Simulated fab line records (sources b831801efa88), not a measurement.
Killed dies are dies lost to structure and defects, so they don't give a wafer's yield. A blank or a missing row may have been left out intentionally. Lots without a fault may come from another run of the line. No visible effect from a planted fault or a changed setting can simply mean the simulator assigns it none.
A sampling plan put to the test -- flow sky130 -- one fab line, 3 faults that these records tell of, each judged on the records of the lots that it struck
The line's own looks make up the plan; these are the steps of the route where a gauge or inspection reads the wafer and leaves it unchanged. A look can be judged if struck wafers have a number there and the file gives its usual mean and standard deviation on fault-free wafers. Caught: 4 or more of those standard deviations (sigma) separate the usual mean from the mean of the struck wafers at a look after the fault's first step. On the tool: the identical test, applied to the tool's own readings at the steps of the fault. A different recipe on the struck wafers counts as caught too, as does a record blank only for those wafers.

THE FAULTS, as the simulator had put them in
1. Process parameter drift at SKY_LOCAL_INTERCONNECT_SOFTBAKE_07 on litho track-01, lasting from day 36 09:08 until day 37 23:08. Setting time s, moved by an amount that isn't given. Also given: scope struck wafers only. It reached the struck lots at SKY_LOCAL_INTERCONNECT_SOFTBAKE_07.
2. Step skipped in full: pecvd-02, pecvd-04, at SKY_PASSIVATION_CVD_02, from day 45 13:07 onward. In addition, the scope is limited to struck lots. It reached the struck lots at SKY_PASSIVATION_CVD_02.
3. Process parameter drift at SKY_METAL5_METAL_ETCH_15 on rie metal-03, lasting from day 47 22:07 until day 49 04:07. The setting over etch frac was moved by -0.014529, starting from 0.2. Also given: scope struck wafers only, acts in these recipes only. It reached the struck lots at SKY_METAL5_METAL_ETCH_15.

WHAT THE PLAN SAW
fault,on the tool itself,first look that catches it,"reading, sigma",median hours from its first step to that look,hours from the fault's start to the first struck lot there,judged looks passed uncaught
1,run length s +99 or beyond sigma,not the one look that can be judged after it,-,-,-,1
2,the tool's record is blank for the struck wafers,no look after it can be judged,-,-,-,0
3,under 2 sigma,no look after it can be judged,-,-,-,0
A dash: the fault is not caught, or the number is missing from these records.

Caught at a look: 0 of 3. Caught on the tool: 2 of 3. By one or the other: 2 of 3.
On the tool alone, faults 1, 2 were caught.
Caught by neither: fault 3.
